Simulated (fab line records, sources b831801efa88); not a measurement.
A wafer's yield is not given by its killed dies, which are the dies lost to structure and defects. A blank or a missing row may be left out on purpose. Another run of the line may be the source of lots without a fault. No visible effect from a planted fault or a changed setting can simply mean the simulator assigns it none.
Which tool did it? :: flow sky130 :: 14 lots with 42 wafers sampled at 6 steps, on a route of 708 steps

== WHAT EACH GAUGE READ, for each wafer ==
SKY_VT_ADJUST_PCH_TW_MEAS_10.
lot: L221
measured: day 10 07:32
on: film_metro-03
VT_ADJUST_PCH_TW: 143.9 142.7 143.5

lot: L222
measured: day 10 14:10
on: film_metro-01
VT_ADJUST_PCH_TW: 142.6 142.8 142.5

lot: L223
measured: day 11 00:25
on: film_metro-04
VT_ADJUST_PCH_TW: 142.4 143.9 141.8

lot: L224
measured: day 11 10:55
on: film_metro-03
VT_ADJUST_PCH_TW: 142.8 143.5 143.4

lot: L228
measured: day 12 15:44
on: film_metro-03
VT_ADJUST_PCH_TW: 30.1 30.1 30.1

lot: L229
measured: day 13 00:58
on: film_metro-01
VT_ADJUST_PCH_TW: 30.2 30.3 30.2

lot: L236
measured: day 15 05:22
on: film_metro-03
VT_ADJUST_PCH_TW: 142.6 143.1 142.9

lot: L235
measured: day 15 05:41
on: film_metro-01
VT_ADJUST_PCH_TW: 145.5 144.0 144.3

lot: L237
measured: day 15 14:52
on: film_metro-04
VT_ADJUST_PCH_TW: 142.5 143.0 142.4

lot: L238
measured: day 15 17:07
on: film_metro-01
VT_ADJUST_PCH_TW: 143.7 144.7 143.7

lot: L239
measured: day 16 06:48
on: film_metro-03
VT_ADJUST_PCH_TW: 142.5 143.1 143.4

lot: L240
measured: day 16 14:01
on: film_metro-03
VT_ADJUST_PCH_TW: 144.4 143.7 142.8

lot: L241
measured: day 16 20:47
on: film_metro-01
VT_ADJUST_PCH_TW: 144.3 144.6 144.2

lot: L242
measured: day 17 02:58
on: film_metro-04
VT_ADJUST_PCH_TW: 143.5 143.3 143.2

SKY_SONOS_ONO_THK_MEAS_01.
lot: L221
measured: day 11 08:28
on: film_metro-01
SONOS_ONO_OXIDATION_THK (nm): 2.61 2.66 2.69

lot: L222
measured: day 11 15:59
on: film_metro-04
SONOS_ONO_OXIDATION_THK (nm): 2.62 2.65 2.74

lot: L223
measured: day 12 03:05
on: film_metro-02
SONOS_ONO_OXIDATION_THK (nm): 2.57 2.56 2.60

lot: L224
measured: day 12 15:38
on: film_metro-04
SONOS_ONO_OXIDATION_THK (nm): 2.46 2.56 2.55

lot: L228
measured: day 13 20:31
on: film_metro-01
SONOS_ONO_OXIDATION_THK (nm): 2.51 2.47 2.59

lot: L229
measured: day 14 04:21
on: film_metro-01
SONOS_ONO_OXIDATION_THK (nm): 2.53 2.57 2.53

lot: L236
measured: day 16 14:06
on: film_metro-04
SONOS_ONO_OXIDATION_THK (nm): 2.54 2.58 2.63

lot: L235
measured: day 16 14:07
on: film_metro-02
SONOS_ONO_OXIDATION_THK (nm): 2.50 2.55 2.52

lot: L237
measured: day 16 20:32
on: film_metro-02
SONOS_ONO_OXIDATION_THK (nm): 2.49 2.50 2.41

lot: L238
measured: day 17 00:40
on: film_metro-01
SONOS_ONO_OXIDATION_THK (nm): 2.57 2.53 2.50

lot: L239
measured: day 17 14:27
on: film_metro-02
SONOS_ONO_OXIDATION_THK (nm): 2.66 2.59 2.62

lot: L240
measured: day 17 20:27
on: film_metro-02
SONOS_ONO_OXIDATION_THK (nm): 2.70 2.61 2.55

lot: L241
measured: day 18 07:14
on: film_metro-02
SONOS_ONO_OXIDATION_THK (nm): 2.69 2.60 2.59

lot: L242
measured: day 18 11:28
on: film_metro-04
SONOS_ONO_OXIDATION_THK (nm): 2.66 2.64 2.61

SKY_SONOS_ONO_THK_MEAS_03.
lot: L221
measured: day 11 09:35
on: film_metro-01
SONOS_ONO_CVD_02_THK (nm): 10.48 10.57 10.60

lot: L222
measured: day 11 18:05
on: film_metro-04
SONOS_ONO_CVD_02_THK (nm): 10.49 10.58 10.55

lot: L223
measured: day 12 04:12
on: film_metro-02
SONOS_ONO_CVD_02_THK (nm): 10.33 10.54 10.50

lot: L224
measured: day 12 17:36
on: film_metro-01
SONOS_ONO_CVD_02_THK (nm): 10.47 10.39 10.49

lot: L228
measured: day 13 22:04
on: film_metro-04
SONOS_ONO_CVD_02_THK (nm): 10.63 10.65 10.56

lot: L229
measured: day 14 06:16
on: film_metro-04
SONOS_ONO_CVD_02_THK (nm): 10.75 10.54 10.62

lot: L236
measured: day 16 17:04
on: film_metro-04
SONOS_ONO_CVD_02_THK (nm): 10.43 10.44 10.44

lot: L235
measured: day 16 17:05
on: film_metro-02
SONOS_ONO_CVD_02_THK (nm): 10.41 10.43 10.39

lot: L237
measured: day 16 21:39
on: film_metro-02
SONOS_ONO_CVD_02_THK (nm): 10.45 10.30 10.30

lot: L238
measured: day 17 04:08
on: film_metro-01
SONOS_ONO_CVD_02_THK (nm): 10.19 10.24 10.28

lot: L239
measured: day 17 17:12
on: film_metro-01
SONOS_ONO_CVD_02_THK (nm): 10.31 10.29 10.30

lot: L240
measured: day 17 21:34
on: film_metro-02
SONOS_ONO_CVD_02_THK (nm): 10.56 10.45 10.47

lot: L241
measured: day 18 08:21
on: film_metro-01
SONOS_ONO_CVD_02_THK (nm): 10.27 10.46 10.37

lot: L242
measured: day 18 14:17
on: film_metro-02
SONOS_ONO_CVD_02_THK (nm): 10.39 10.45 10.38

== WHAT TOOL EACH LOT RAN ON (gives the tool, then ch and the chambers of the sampled wafers, and finally the start) ==
lot: L221
SKY_NWELL_RTA_28: rtp_anneal-01 ch 0, day 5 06:55
SKY_VT_ADJUST_HVTR_STRIP_10: plasma_asher-04 ch 0,1, day 9 09:43
SKY_VT_ADJUST_PCH_STRIP_09: plasma_asher-02 ch 0,1, day 10 07:27

lot: L222
SKY_NWELL_RTA_28: rtp_anneal-01 ch 0, day 5 13:02
SKY_VT_ADJUST_HVTR_STRIP_10: plasma_asher-04 ch 1, day 9 15:10
SKY_VT_ADJUST_PCH_STRIP_09: plasma_asher-03 ch 0,1, day 10 14:04

lot: L223
SKY_NWELL_RTA_28: rtp_anneal-02 ch 0, day 5 19:44
SKY_VT_ADJUST_HVTR_STRIP_10: plasma_asher-03 ch 1, day 10 01:18
SKY_VT_ADJUST_PCH_STRIP_09: plasma_asher-01 ch 0,1, day 11 00:19

lot: L224
SKY_NWELL_RTA_28: rtp_anneal-02 ch 0, day 6 05:23
SKY_VT_ADJUST_HVTR_STRIP_10: plasma_asher-04 ch 0,1, day 10 11:20
SKY_VT_ADJUST_PCH_STRIP_09: plasma_asher-01 ch 0,1, day 11 10:49

lot: L228
SKY_NWELL_RTA_28: rtp_anneal-01 ch 0, day 7 05:11
SKY_VT_ADJUST_HVTR_STRIP_10: plasma_asher-03 ch 0, day 11 14:19
SKY_VT_ADJUST_PCH_STRIP_09: plasma_asher-01 ch 0,1, day 12 15:38

lot: L229
SKY_NWELL_RTA_28: rtp_anneal-02 ch 0, day 7 11:05
SKY_VT_ADJUST_HVTR_STRIP_10: plasma_asher-04 ch 0,1, day 11 23:30
SKY_VT_ADJUST_PCH_STRIP_09: plasma_asher-02 ch 0,1, day 13 00:52

lot: L236
SKY_NWELL_RTA_28: rtp_anneal-02 ch 0, day 9 02:35
SKY_VT_ADJUST_HVTR_STRIP_10: plasma_asher-04 ch 1, day 14 01:56
SKY_VT_ADJUST_PCH_STRIP_09: plasma_asher-02 ch 0, day 15 05:16

lot: L235
SKY_NWELL_RTA_28: rtp_anneal-01 ch 0, day 9 04:02
SKY_VT_ADJUST_HVTR_STRIP_10: plasma_asher-02 ch 0,1, day 14 02:04
SKY_VT_ADJUST_PCH_STRIP_09: plasma_asher-01 ch 0,1, day 15 05:35

lot: L237
SKY_NWELL_RTA_28: rtp_anneal-02 ch 0, day 9 09:28
SKY_VT_ADJUST_HVTR_STRIP_10: plasma_asher-03 ch 0,1, day 14 11:02
SKY_VT_ADJUST_PCH_STRIP_09: plasma_asher-02 ch 0,1, day 15 14:46

lot: L238
SKY_NWELL_RTA_28: rtp_anneal-01 ch 0, day 9 11:44
SKY_VT_ADJUST_HVTR_STRIP_10: plasma_asher-02 ch 0,1, day 14 14:09
SKY_VT_ADJUST_PCH_STRIP_09: plasma_asher-03 ch 0,1, day 15 17:01

lot: L239
SKY_NWELL_RTA_28: rtp_anneal-02 ch 0, day 9 21:50
SKY_VT_ADJUST_HVTR_STRIP_10: plasma_asher-02 ch 0,1, day 15 02:29
SKY_VT_ADJUST_PCH_STRIP_09: plasma_asher-01 ch 0,1, day 16 06:41

lot: L240
SKY_NWELL_RTA_28: rtp_anneal-01 ch 0, day 10 03:38
SKY_VT_ADJUST_HVTR_STRIP_10: plasma_asher-02 ch 0,1, day 15 09:23
SKY_VT_ADJUST_PCH_STRIP_09: plasma_asher-03 ch 0,1, day 16 13:55

lot: L241
SKY_NWELL_RTA_28: rtp_anneal-02 ch 0, day 10 08:26
SKY_VT_ADJUST_HVTR_STRIP_10: plasma_asher-02 ch 0,1, day 15 16:28
SKY_VT_ADJUST_PCH_STRIP_09: plasma_asher-02 ch 0,1, day 16 20:41

lot: L242
SKY_NWELL_RTA_28: rtp_anneal-02 ch 0, day 10 13:37
SKY_VT_ADJUST_HVTR_STRIP_10: plasma_asher-03 ch 0,1, day 15 21:36
SKY_VT_ADJUST_PCH_STRIP_09: plasma_asher-02 ch 0,1, day 17 02:52
- SKY_NWELL_RTA_28: time 30 s.
- SKY_VT_ADJUST_HVTR_STRIP_10: strips in O2/N2.
- SKY_VT_ADJUST_PCH_STRIP_09: strips in O2/N2.

== AS READ BY THE TOOLS THEMSELVES (means over the sampled wafers that have a number; for cases with no such wafer, the mark the record gives instead) ==
SKY_NWELL_RTA_28.
lot: L221
tool: rtp_anneal-01
lamp_power_pct (%): 25.33
wafer_temp_C_max: 1055.0

lot: L222
tool: rtp_anneal-01
lamp_power_pct (%): 25.33
wafer_temp_C_max: 1055.1

lot: L223
tool: rtp_anneal-02
lamp_power_pct (%): 25.35
wafer_temp_C_max: 1055.4

lot: L224
tool: rtp_anneal-02
lamp_power_pct (%): 25.33
wafer_temp_C_max: 1054.2

lot: L228
tool: rtp_anneal-01
lamp_power_pct (%): 25.31
wafer_temp_C_max: 1054.8

lot: L229
tool: rtp_anneal-02
lamp_power_pct (%): 25.33
wafer_temp_C_max: 1054.5

lot: L236
tool: rtp_anneal-02
lamp_power_pct (%): 25.27
wafer_temp_C_max: 1055.4

lot: L235
tool: rtp_anneal-01
lamp_power_pct (%): 25.31
wafer_temp_C_max: 1054.4

lot: L237
tool: rtp_anneal-02
lamp_power_pct (%): 25.30
wafer_temp_C_max: 1054.7

lot: L238
tool: rtp_anneal-01
lamp_power_pct (%): 25.29
wafer_temp_C_max: 1055.1

lot: L239
tool: rtp_anneal-02
lamp_power_pct (%): 25.32
wafer_temp_C_max: 1054.6

lot: L240
tool: rtp_anneal-01
lamp_power_pct (%): 25.31
wafer_temp_C_max: 1055.0

lot: L241
tool: rtp_anneal-02
lamp_power_pct (%): 25.31
wafer_temp_C_max: 1055.2

lot: L242
tool: rtp_anneal-02
lamp_power_pct (%): 25.29
wafer_temp_C_max: 1054.8

SKY_VT_ADJUST_HVTR_STRIP_10.
lot: L221
tool: plasma_asher-04
chamber_pressure_mTorr (mTorr): 1499.7
drypump_motor_current_A (A): 5.76
o2_flow_sccm (sccm): 3004
oes_product_au (a.u.): 0.716
strip_time_to_endpoint_s (s): 14.24

lot: L222
tool: plasma_asher-04
chamber_pressure_mTorr (mTorr): 1499.2
drypump_motor_current_A (A): 5.78
o2_flow_sccm (sccm): 2991
oes_product_au (a.u.): 0.721
strip_time_to_endpoint_s (s): 14.20

lot: L223
tool: plasma_asher-03
chamber_pressure_mTorr (mTorr): 1500.6
drypump_motor_current_A (A): 5.17
o2_flow_sccm (sccm): 2998
oes_product_au (a.u.): 0.718
strip_time_to_endpoint_s (s): 14.21

lot: L224
tool: plasma_asher-04
chamber_pressure_mTorr (mTorr): 1500.4
drypump_motor_current_A (A): 5.77
o2_flow_sccm (sccm): 3005
oes_product_au (a.u.): 0.717
strip_time_to_endpoint_s (s): 14.22

lot: L228
tool: plasma_asher-03
chamber_pressure_mTorr (mTorr): -
drypump_motor_current_A (A): -
o2_flow_sccm (sccm): -
oes_product_au (a.u.): -
strip_time_to_endpoint_s (s): -

lot: L229
tool: plasma_asher-04
chamber_pressure_mTorr (mTorr): -
drypump_motor_current_A (A): -
o2_flow_sccm (sccm): -
oes_product_au (a.u.): -
strip_time_to_endpoint_s (s): -

lot: L236
tool: plasma_asher-04
chamber_pressure_mTorr (mTorr): 1500.2
drypump_motor_current_A (A): 5.74
o2_flow_sccm (sccm): 2999
oes_product_au (a.u.): 0.715
strip_time_to_endpoint_s (s): 14.19

lot: L235
tool: plasma_asher-02
chamber_pressure_mTorr (mTorr): 1500.5
drypump_motor_current_A (A): 5.59
o2_flow_sccm (sccm): 3001
oes_product_au (a.u.): 0.714
strip_time_to_endpoint_s (s): 14.18

lot: L237
tool: plasma_asher-03
chamber_pressure_mTorr (mTorr): 1498.8
drypump_motor_current_A (A): 5.24
o2_flow_sccm (sccm): 3007
oes_product_au (a.u.): 0.723
strip_time_to_endpoint_s (s): 14.16

lot: L238
tool: plasma_asher-02
chamber_pressure_mTorr (mTorr): 1499.5
drypump_motor_current_A (A): 5.61
o2_flow_sccm (sccm): 3004
oes_product_au (a.u.): 0.715
strip_time_to_endpoint_s (s): 14.22

lot: L239
tool: plasma_asher-02
chamber_pressure_mTorr (mTorr): 1500.5
drypump_motor_current_A (A): 5.56
o2_flow_sccm (sccm): 3009
oes_product_au (a.u.): 0.716
strip_time_to_endpoint_s (s): 14.13

lot: L240
tool: plasma_asher-02
chamber_pressure_mTorr (mTorr): 1500.8
drypump_motor_current_A (A): 5.61
o2_flow_sccm (sccm): 2993
oes_product_au (a.u.): 0.714
strip_time_to_endpoint_s (s): 14.17

lot: L241
tool: plasma_asher-02
chamber_pressure_mTorr (mTorr): 1500.0
drypump_motor_current_A (A): 5.60
o2_flow_sccm (sccm): 3001
oes_product_au (a.u.): 0.715
strip_time_to_endpoint_s (s): 14.19

lot: L242
tool: plasma_asher-03
chamber_pressure_mTorr (mTorr): 1499.2
drypump_motor_current_A (A): 5.23
o2_flow_sccm (sccm): 2997
oes_product_au (a.u.): 0.717
strip_time_to_endpoint_s (s): 14.19

SKY_VT_ADJUST_PCH_STRIP_09.
lot: L221
tool: plasma_asher-02
chamber_pressure_mTorr (mTorr): 1501.9
drypump_motor_current_A (A): 5.56
o2_flow_sccm (sccm): 3000
oes_product_au (a.u.): 0.725
strip_time_to_endpoint_s (s): 37.00

lot: L222
tool: plasma_asher-03
chamber_pressure_mTorr (mTorr): 1500.5
drypump_motor_current_A (A): 5.36
o2_flow_sccm (sccm): 2999
oes_product_au (a.u.): 0.723
strip_time_to_endpoint_s (s): 37.20

lot: L223
tool: plasma_asher-01
chamber_pressure_mTorr (mTorr): 1500.0
drypump_motor_current_A (A): 5.92
o2_flow_sccm (sccm): 2996
oes_product_au (a.u.): 0.721
strip_time_to_endpoint_s (s): 36.92

lot: L224
tool: plasma_asher-01
chamber_pressure_mTorr (mTorr): 1499.3
drypump_motor_current_A (A): 5.78
o2_flow_sccm (sccm): 2995
oes_product_au (a.u.): 0.725
strip_time_to_endpoint_s (s): 36.94

lot: L228
tool: plasma_asher-01
chamber_pressure_mTorr (mTorr): 1501.1
drypump_motor_current_A (A): 5.92
o2_flow_sccm (sccm): 2993
oes_product_au (a.u.): 0.724
strip_time_to_endpoint_s (s): 53.56

lot: L229
tool: plasma_asher-02
chamber_pressure_mTorr (mTorr): 1500.7
drypump_motor_current_A (A): 5.57
o2_flow_sccm (sccm): 3005
oes_product_au (a.u.): 0.728
strip_time_to_endpoint_s (s): 53.62

lot: L236
tool: plasma_asher-02
chamber_pressure_mTorr (mTorr): 1499.4
drypump_motor_current_A (A): 5.64
o2_flow_sccm (sccm): 2996
oes_product_au (a.u.): 0.729
strip_time_to_endpoint_s (s): 36.93

lot: L235
tool: plasma_asher-01
chamber_pressure_mTorr (mTorr): 1500.3
drypump_motor_current_A (A): 5.76
o2_flow_sccm (sccm): 2998
oes_product_au (a.u.): 0.722
strip_time_to_endpoint_s (s): 36.98

lot: L237
tool: plasma_asher-02
chamber_pressure_mTorr (mTorr): 1499.6
drypump_motor_current_A (A): 5.59
o2_flow_sccm (sccm): 2998
oes_product_au (a.u.): 0.722
strip_time_to_endpoint_s (s): 36.95

lot: L238
tool: plasma_asher-03
chamber_pressure_mTorr (mTorr): 1499.1
drypump_motor_current_A (A): 5.32
o2_flow_sccm (sccm): 3006
oes_product_au (a.u.): 0.721
strip_time_to_endpoint_s (s): 36.99

lot: L239
tool: plasma_asher-01
chamber_pressure_mTorr (mTorr): 1500.3
drypump_motor_current_A (A): 5.77
o2_flow_sccm (sccm): 3001
oes_product_au (a.u.): 0.721
strip_time_to_endpoint_s (s): 36.86

lot: L240
tool: plasma_asher-03
chamber_pressure_mTorr (mTorr): 1499.6
drypump_motor_current_A (A): 5.25
o2_flow_sccm (sccm): 2987
oes_product_au (a.u.): 0.722
strip_time_to_endpoint_s (s): 36.84

lot: L241
tool: plasma_asher-02
chamber_pressure_mTorr (mTorr): 1501.0
drypump_motor_current_A (A): 5.60
o2_flow_sccm (sccm): 2994
oes_product_au (a.u.): 0.728
strip_time_to_endpoint_s (s): 37.01

lot: L242
tool: plasma_asher-02
chamber_pressure_mTorr (mTorr): 1499.9
drypump_motor_current_A (A): 5.56
o2_flow_sccm (sccm): 3001
oes_product_au (a.u.): 0.720
strip_time_to_endpoint_s (s): 36.87

== THE ANSWER, worked out from the rows above alone ==
Rule: usual is defined by the lots themselves. The widest of any qualifying gaps counts: lots, ordered by their means at a reading, are off when they make up no more than a third of the lots, leave a main group of 4 or more, and stand apart from it by 3 or more times the standard deviation of that group's means. The tables above print the reading to a certain number of digits; a main group whose means all agree to those digits is not used. A lot without any number at a reading at which 4 lots or more have one is off too. All remaining lots with rows at the step are treated as sound. Order of review: gauges by route order, followed by the tools' own readings, for which a lot's mean as printed above is used. At the first step where some lot is off, the reading lying furthest off is the one used; lots without a number count as furthest.
Off: L228, L229, at SKY_VT_ADJUST_PCH_TW_MEAS_10 (VT_ADJUST_PCH_TW). Mean 143.4 and standard deviation 0.64 in the main group.
A tool fits if, at a process step before that reading, it ran every lot that is off, and no sound lot after the first of them. Not tried: the gauges at SKY_VT_ADJUST_PCH_TW_MEAS_10; whatever is off there is also off at SKY_VT_ADJUST_HVTR_STRIP_10, on other tools, and gauge error can't account for it. No candidate that was tried fits.

== WHAT WAS PUT IN BY THE SIMULATOR ==
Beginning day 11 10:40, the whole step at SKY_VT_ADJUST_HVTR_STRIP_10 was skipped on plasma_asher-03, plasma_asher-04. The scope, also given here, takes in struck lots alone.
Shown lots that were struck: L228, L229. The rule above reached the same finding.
